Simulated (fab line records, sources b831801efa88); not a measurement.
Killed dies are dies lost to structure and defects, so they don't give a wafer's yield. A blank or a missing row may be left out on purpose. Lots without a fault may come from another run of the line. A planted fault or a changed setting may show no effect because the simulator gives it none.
Chamber matching | flow gf180mcu | GF_V3_ETCH_16 on rie_diel-04: 3 sister chambers
The step etches BARC in N2/H2. 3 wafers are shown with their chamber, then 4 later ones without.

WAFERS WITH THEIR CHAMBER
wafer  | chamber | drypump_motor_current_A (A)
L119.6 | 1       | 6.1
L121.1 | 2       | 4.9
L121.4 | 3       | 5.3

WAFERS WITHOUT THEIR CHAMBER
wafer  | drypump_motor_current_A (A)
L121.5 | 4.9
L122.6 | 6.2
L123.1 | 5.3
L123.6 | 5.3

WHICH CHAMBER EACH WENT THROUGH
wafer  | from the rows above | in truth
L121.5 | 2                   | 2
L122.6 | 1                   | 1
L123.1 | 3                   | 3
L123.6 | 3                   | 3
Placed correctly: 4 of 4. Can't be placed from these rows: 0. Placed wrongly: 0.
How it was worked out, from the rows above alone: a wafer's distance from a chamber is the root of the sum, over the readings, of the square of ((its reading less the chamber's mean) divided by the reading's scatter). The wafer belongs to the nearest chamber; if the next one is less than 2 further off, it can't be placed. A chamber's mean is the mean of its shown wafers. The scatter: with one shown wafer a chamber, the root of the mean of the squares of how far each hidden wafer lies from its nearest shown one.
